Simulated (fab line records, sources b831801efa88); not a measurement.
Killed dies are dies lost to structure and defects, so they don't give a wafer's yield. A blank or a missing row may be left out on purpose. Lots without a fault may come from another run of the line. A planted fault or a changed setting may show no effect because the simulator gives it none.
Problem report in the 8D (eight disciplines) form, filled by code | flow gf180mcu | the parts of the form that need people (team, actions taken, sign-off) are left out

1. THE PROBLEM
oes_product_au at GF_MIM_METAL_ETCH_19 reads a mean of 0.913 a.u. on 1 wafer of 1 lot; wafers without a fault read 0.942 a.u. with a standard deviation of 0.0072. That is -4.0 standard deviations from the usual mean.
The step: etches the open film in Cl2/BCl3, stops on Si3N4, target depth 324.5 nm, time 54.1 s.
First seen on wafer L874.2, day 30 08:42, on rie_metal-01. The record holds 33 wafers of 11 lots with a number at this step. Rule for "out", or "out of limits": more than 4 standard deviations from the usual mean. The other wafers with a number count as sound.

2. WHAT IT IS AND WHAT IT IS NOT
question                    | is                | is not
which readings at this step | oes_product_au    | drypump_motor_current_A, throttle_valve_pct
which lots                  | L874              | L858, L859, L860, L862, L863, L866, L869, L875, L878, L881
which wafers of those lots  | L874.2            | L874.4, L874.5
read on which tools         | rie_metal-01      | rie_metal-03, rie_metal-04
when                        | from day 30 08:42 | up to then (23 sound wafers); but 9 sound wafers of L875, L878, L881 came after

3. SUSPECTS, AND WHAT RULES EACH OUT
Counting: a tool at a process step up to the reading stays a suspect if it ran every lot that is out. Sound lots after the first of them don't rule it out here, since some wafers of a struck lot are sound.
- plasma_asher-03 at GF_M4_STRIP_17 (strips in O2/N2): kept. It ran the lot that is out, L874 (day 28 14:32); its last sound lot up to then is L866 (day 26 09:49).
- cmp-01 at GF_V4_CMP_26 (polishes, stops on SiO2, t overpolish 15 s, target thk 0 nm): kept. It ran the lot that is out, L874 (day 29 12:46); its last sound lot up to then is L866 (day 27 09:12).
- pvd_sputter-01 at GF_MIM_SPUTTER_07 (material TiN, target thk 60 nm, time 50 s): kept. It ran the lot that is out, L874 (day 29 13:36); its last sound lot up to then is L866 (day 27 09:49).
- rie_metal-01 at GF_MIM_METAL_ETCH_19 (etches the open film in Cl2/BCl3, stops on Si3N4, target depth 324.5 nm, time 54.1 s): kept. It ran the lot that is out, L874 (day 30 08:42); its last sound lot up to then is L866 (day 28 05:55). Its own readings are out on those wafers: oes_product_au.
- Within cmp-01 at GF_V4_CMP_26: the wafers that are out ran in chamber 3; their sound lot-mates ran in chamber 2.
Left after counting: plasma_asher-03 at GF_M4_STRIP_17, cmp-01 at GF_V4_CMP_26, pvd_sputter-01 at GF_MIM_SPUTTER_07, rie_metal-01 at GF_MIM_METAL_ETCH_19.

4. THE CAUSE (what the simulator had put in)
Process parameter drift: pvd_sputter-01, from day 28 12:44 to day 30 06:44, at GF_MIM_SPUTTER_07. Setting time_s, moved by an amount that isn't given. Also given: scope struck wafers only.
Counting left 4 suspects, and this tool is among them.

5. THE CHAIN OF EFFECTS, in route order
Each row: a reading whose mean over the struck wafers that have a number lies more than 3 standard deviations from the usual. Only readings for which the record gives a usual standard deviation are gone through. hours: the time from each lot's start at the first step in this table that gives one to its start at this step, as a median over the lots. sigmas: the change in usual standard deviations.
hours | step                 | reading        | usual      | on struck wafers | change | sigmas
0     | GF_MIM_METAL_ETCH_19 | oes_product_au | 0.942 a.u. | 0.913            | -0.029 | -4.0
The process steps in it:
- GF_MIM_METAL_ETCH_19: etches the open film in Cl2/BCl3, stops on Si3N4, target depth 324.5 nm, time 54.1 s.

6. WHAT WOULD HAVE CAUGHT IT SOONER
In this record the first reading out of limits was taken at day 30 08:42, 44 hours after the fault began at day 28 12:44.
Of the tool readings at GF_MIM_SPUTTER_07 for which the record gives a usual standard deviation, none was out on any struck wafer, so an alarm limit of 4 standard deviations on them would not have fired.
All the lots that are out (1) had begun GF_MIM_SPUTTER_07 on pvd_sputter-01 by day 30 08:42. A hold on the tool at that time would have spared none of them.
